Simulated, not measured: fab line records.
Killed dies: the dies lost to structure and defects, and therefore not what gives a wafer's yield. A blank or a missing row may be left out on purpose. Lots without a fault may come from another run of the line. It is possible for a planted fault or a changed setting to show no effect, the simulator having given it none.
Struck lot and sound lot, side by side + flow sky130 + 15 steps out of a route of 708
Sound: wafers L991.1, L991.2, L991.3. The struck wafers were L100.2, L100.4, L100.6. Last of all comes the cause.
At each step with rows: each side's tool, then ch and its chambers, then its first start. Under that, the readings that differ: sound wafers + struck wafers + difference of the means + sigmas: that difference in standard deviations of wafers without a fault.
alike: same words and numbers on both sides, and readings whose means sit less than 2 such deviations apart. not compared: any withheld reading, any reading some wafer has no value for, any bound like >300 that may hide the same value, and any number with overlapping values for which the record gives no deviation.
The two part at a step that has a row with sigmas, a row that says differs or no value, or rows on one side only. When numbers do not overlap yet have no deviation, they are printed without sigmas and do not part them. A reading that every wafer of one side lacks parts them only if that side has two wafers or more.

first, 4 steps without rows for these wafers: SKY_LI_CONTACT_SOFTBAKE_08 (time 90 s); SKY_LI_CONTACT_EXPOSE_09 (exposes mask LICM1, target cd 170 nm); SKY_LI_CONTACT_PEB_10; SKY_LI_CONTACT_DEVELOP_11 (develop time 60 s).
SKY_LI_CONTACT_CD_MEAS_12 targets a cd of 170 nm.
  sound on cd-sem-02, day 29 14:10; struck on cd-sem-02, day 32 21:21
| reading    | sound             | struck            | difference | sigmas |
|------------|-------------------|-------------------|------------|--------|
| cd-nm (nm) | 171.6 170.9 171.3 | 167.0 167.3 167.6 | -4.0       | -3     |
SKY_LI_CONTACT_OVL_MEAS_13:
  sound on overlay-02, day 29 14:17; struck on overlay-02, day 32 21:27
  alike: LI_CONTACT_OVL
SKY_LI_CONTACT_ETCH_14: etches BARC in N2/H2, stops on SiO2, time 45.9 s, target depth 60 nm.
  sound on rie-diel-02 ch 0,1,2, day 29 14:19; struck on rie-diel-03 ch 1,2, day 32 21:29
  alike: drypump-motor-current-A, oes-product-au, throttle-valve-pct
  not compared: rf-hours-counter-h
SKY_LI_CONTACT_ETCH_15: etches PSG in C4F8/O2/Ar, stops on Si, target depth 600 nm.
  sound on rie-diel-02 ch 0,1,2, day 29 14:22; struck on rie-diel-03 ch 1,2, day 32 21:32
  alike: oes-product-au
SKY_LI_CONTACT_STRIP_16: strips in O2/N2.
  sound on plasma-asher-03 ch 0,1, day 29 14:27; struck on plasma-asher-04 ch 1, day 32 21:37
  alike: drypump-motor-current-A, oes-product-au, strip-time-to-endpoint-s
  not compared: rf-hours-counter-h
then, 2 steps without rows for these wafers: SKY_LI_CONTACT_CLEAN_17 (cleans in NMP, time 600 s); SKY_LI_CONTACT_PRE_CLEAN_18 (time 5.6 s).
SKY_LI_CONTACT_SPUTTER_19: material Ti, target thk 20 nm, time 106.37 s.
  sound on pvd-sputter-02, day 29 14:44; struck on pvd-sputter-02, day 32 21:55
  alike: throttle-valve-pct
SKY_LI_CONTACT_SPUTTER_20: material TiN, target thk 20 nm, time 80 s.
  sound on pvd-sputter-02, day 29 14:49; struck on pvd-sputter-02, day 32 21:59
| reading                                        | sound             | struck            | difference | sigmas |
|------------------------------------------------|-------------------|-------------------|------------|--------|
| model.TiN_of_LI_CONTACT_SPUTTER_20.thk-nm (nm) | 20.01 19.78 19.95 | 7.599 7.567 7.647 | -12.309    |        |
  alike: throttle-valve-pct
SKY_LI_CONTACT_CVD_21: deposits W, target thk 400 nm, time 120.56 s.
  sound on cvd-w-01 ch 0,1, day 29 14:53; struck on cvd-w-02 ch 1, day 32 22:02
  alike: heater-power-w
-- here the record skips 15 days between the struck wafers' starts before and after, leaving off in module LI_CONTACT and picking up in module PAD_OPEN (first step shown: number 708 of the route) --
SKY_PAD_OPEN_PROBE_99:
  sound on prober-02, day 46 03:17; struck on prober-01, day 48 08:41
| reading                                 | sound             | struck            | difference | sigmas |
|-----------------------------------------|-------------------|-------------------|------------|--------|
| model.etest.licon-ndiff.rc-ohm          | 181.8 178.9 181.5 | 328.3 331.1 331.9 | +149.7     |        |
| model.etest.nfet-g5v0d10v5.r-on-ohm-um  | 1858 1850 1870    | 1995 2028 2014    | +153       |        |
| model.etest.licon-pdiff.rc-ohm          | 579.5 576.5 579.5 | 731.3 707.5 726.8 | +143.4     |        |
| model.etest.nfet_01v8.r-on-ohm-um       | 822.1 828.4 815.4 | 955.1 941.4 959   | +129.9     |        |
| model.etest.sonos-uncharged.r-on-ohm-um | 800.4 810.3 814.8 | 928.7 938.4 920.7 | +120.8     |        |
| model.etest.licon-poly.rc-ohm           | 147.1 148.7 154.7 | 251.7 251 249.6   | +100.6     |        |
| model.etest.licon-high-po.rc-ohm        | 349.2 349 356.1   | 423.1 428.2 445   | +80.7      |        |
| model.etest.ring_1v8.delay-ps           | 20.82 20.89 20.91 | 22.66 22.51 22.99 | +1.85      |        |
  alike: killed_at_M0_to_M3, killed_at_M4_up, killed-at-contacts, killed-at-front-end, killed-at-other, killed-dies, killed-open, killed-short

== WHERE THEY PART ==
At SKY_LI_CONTACT_CD_MEAS_12 and nowhere else, as far as this record goes. Later steps at which nothing parts them and some readings are alike: SKY_LI_CONTACT_OVL_MEAS_13, SKY_LI_CONTACT_ETCH_14, SKY_LI_CONTACT_ETCH_15, SKY_LI_CONTACT_STRIP_16, SKY_LI_CONTACT_SPUTTER_19, SKY_LI_CONTACT_SPUTTER_20, SKY_LI_CONTACT_CVD_21, SKY_PAD_OPEN_PROBE_99.

WHY: whatever the simulator had introduced
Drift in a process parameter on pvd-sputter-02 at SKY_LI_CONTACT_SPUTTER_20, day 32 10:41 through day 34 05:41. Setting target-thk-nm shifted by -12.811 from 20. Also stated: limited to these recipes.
